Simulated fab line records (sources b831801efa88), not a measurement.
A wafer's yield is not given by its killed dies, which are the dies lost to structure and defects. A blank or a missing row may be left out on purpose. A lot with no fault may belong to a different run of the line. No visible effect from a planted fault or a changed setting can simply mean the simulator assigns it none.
What tool caused it? | flow gf180mcu | Sampling: 13 lots, 39 wafers, 4 of 602 route steps

WHAT EACH GAUGE READ, for each wafer
GF_V5_THK_MEAS_01.
lot  | measured     | on            | V5_CVD_00_THK (nm)
L662 | day 26 09:55 | film-metro-03 | 294 299 297
L663 | day 26 15:07 | film-metro-04 | 300 299 302
L664 | day 27 01:20 | film-metro-04 | 297 292 297
L665 | day 27 12:38 | film-metro-03 | 296 302 296
L666 | day 27 18:42 | film-metro-03 | 299 295 298
L667 | day 28 02:39 | film-metro-02 | 294 293 304
L670 | day 29 02:14 | film-metro-02 | 298 304 302
L674 | day 30 05:14 | film-metro-04 | 301 298 299
L675 | day 30 13:00 | film-metro-02 | 297 296 298
L679 | day 31 10:44 | film-metro-02 | 292 300 295
L680 | day 31 14:47 | film-metro-04 | 298 296 300
L681 | day 32 00:57 | film-metro-04 | 296 304 304
L683 | day 32 10:03 | film-metro-04 | 305 304 299

GF_V5_BOW_MEAS_05.
lot  | measured     | on            | V5_BOW (um)
L662 | day 26 10:26 | film-metro-03 | 130 140 135
L663 | day 26 15:38 | film-metro-03 | 126 137 129
L664 | day 27 01:56 | film-metro-04 | 128 141 138
L665 | day 27 13:10 | film-metro-02 | 136 138 151
L666 | day 27 19:14 | film-metro-03 | 141 142 139
L667 | day 28 03:11 | film-metro-03 | 107 121 122
L670 | day 29 02:49 | film-metro-03 | 147 133 136
L674 | day 30 05:46 | film-metro-03 | 156 132 145
L675 | day 30 13:32 | film-metro-04 | 129 115 131
L679 | day 31 11:20 | film-metro-04 | 131 139 116
L680 | day 31 15:22 | film-metro-03 | 128 125 136
L681 | day 32 01:32 | film-metro-03 | 135 130 130
L683 | day 32 10:35 | film-metro-03 | 146 140 122

EACH LOT AND THE TOOL THAT RAN IT (in order: tool; ch and the chambers of the sampled wafers; start)
lot  | GF_M5_EXPOSE_04                   | GF_V5_CMP_04
L662 | krf-scanner-02 ch 0, day 25 22:40 | cmp-02 ch 1,2,3, day 26 10:14
L663 | krf-scanner-01 ch 0, day 26 03:49 | cmp-01 ch 1,2,3, day 26 15:23
L664 | krf-scanner-02 ch 0, day 26 14:07 | cmp-02 ch 0,1,2, day 27 01:43
L665 | krf-scanner-01 ch 0, day 27 01:47 | cmp-01 ch 0,2,3, day 27 12:52
L666 | krf-scanner-02 ch 0, day 27 07:49 | cmp-02 ch 0,1,3, day 27 18:56
L667 | krf-scanner-02 ch 0, day 27 16:19 | cmp-01 ch 0,2,3, day 28 02:56
L670 | krf-scanner-01 ch 0, day 28 16:00 | cmp-01 ch 0,1, day 29 02:31
L674 | krf-scanner-02 ch 0, day 29 18:51 | cmp-02 ch 0,1,2, day 30 05:28
L675 | krf-scanner-02 ch 0, day 30 03:15 | cmp-01 ch 1,3, day 30 13:14
L679 | krf-scanner-01 ch 0, day 31 01:04 | cmp-01 ch 0,2,3, day 31 11:10
L680 | krf-scanner-01 ch 0, day 31 05:27 | cmp-01 ch 0,1,3, day 31 15:10
L681 | krf-scanner-01 ch 0, day 31 15:40 | cmp-01 ch 0,2,3, day 32 01:17
L683 | krf-scanner-01 ch 0, day 32 00:49 | cmp-02 ch 1,2, day 32 10:19
- GF_M5_EXPOSE_04: exposes mask Metal5, target cd 280 nm.
- GF_V5_CMP_04: polishes SiO2.

AS READ BY THE TOOLS THEMSELVES (means over the sampled wafers that have a number; for cases with no such wafer, the mark the record gives instead)
GF_M5_EXPOSE_04.
lot  | tool           | exposure-dose-mJ-cm2
L662 | krf-scanner-02 | 28.00
L663 | krf-scanner-01 | 27.96
L664 | krf-scanner-02 | 27.99
L665 | krf-scanner-01 | 27.99
L666 | krf-scanner-02 | 27.98
L667 | krf-scanner-02 | 27.96
L670 | krf-scanner-01 | 27.98
L674 | krf-scanner-02 | 27.40
L675 | krf-scanner-02 | 27.41
L679 | krf-scanner-01 | 27.95
L680 | krf-scanner-01 | 27.92
L681 | krf-scanner-01 | 27.96
L683 | krf-scanner-01 | 27.96

GF_V5_CMP_04.
lot  | tool   | motor-current-A (A) | retaining-ring-pressure-frac | slurry-flow-ml-min
L662 | cmp-02 | 12.4                | 0.996                        | 150.0
L663 | cmp-01 | 12.4                | 0.997                        | 149.7
L664 | cmp-02 | 12.0                | 1.001                        | 150.2
L665 | cmp-01 | 12.4                | 1.002                        | 150.2
L666 | cmp-02 | 12.1                | 1.000                        | 149.8
L667 | cmp-01 | 12.3                | 1.001                        | 150.0
L670 | cmp-01 | 10.8                | 1.003                        | 149.5
L674 | cmp-02 | 11.8                | 0.999                        | 149.7
L675 | cmp-01 | 11.6                | 0.998                        | 149.5
L679 | cmp-01 | 12.8                | 0.998                        | 149.8
L680 | cmp-01 | 12.0                | 0.999                        | 149.4
L681 | cmp-01 | 12.5                | 0.998                        | 150.0
L683 | cmp-02 | 12.0                | 0.998                        | 150.0

THE ANSWER, worked out from the rows above alone
Rule: the usual values come from the lots themselves. The widest of any qualifying gaps counts: lots, ordered by their means at a reading, are off when they make up no more than a third of the lots, leave a main group of 4 or more, and stand apart from it by 3 or more times the standard deviation of that group's means. The tables above print the reading to a certain number of digits; a main group whose means all agree to those digits is not used. Also off: a lot with no number at a reading for which 4 or more lots have one. The other lots that the step has rows for count as sound. First the gauges in route order, then the tools' own readings, where a lot's mean is used as printed above. The first step at which some lot is off is used, and at that step the reading that is off furthest; a lot without a number counts as furthest.
Off: L674, L675 (GF_M5_EXPOSE_04, exposure-dose-mJ-cm2). The main group: mean 27.97, standard deviation 0.022.
A tool fits if, at that step or a process step before it, it ran every lot that is off, and no sound lot after the first of them. One fits: GF_M5_EXPOSE_04 on krf-scanner-02. Its last sound lot is L667 (day 27 16:19), its first lot that is off L674 (day 29 18:51): a fault that began between those two fits.
On the lots that are off, the tool's own readings at GF_M5_EXPOSE_04 differ by more than 5 times the standard deviation of the sound lots' means, which bears it out; exposure-dose-mJ-cm2 reads 27.41 there versus 27.97 on the sound lots.

WHAT THE SIMULATOR HAD INSERTED
Process parameters drifting: krf-scanner-02 at GF_M5_EXPOSE_04, beginning at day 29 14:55. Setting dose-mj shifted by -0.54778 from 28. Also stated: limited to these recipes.
Struck lots among those shown: L674, L675. The rule above reached the same finding.
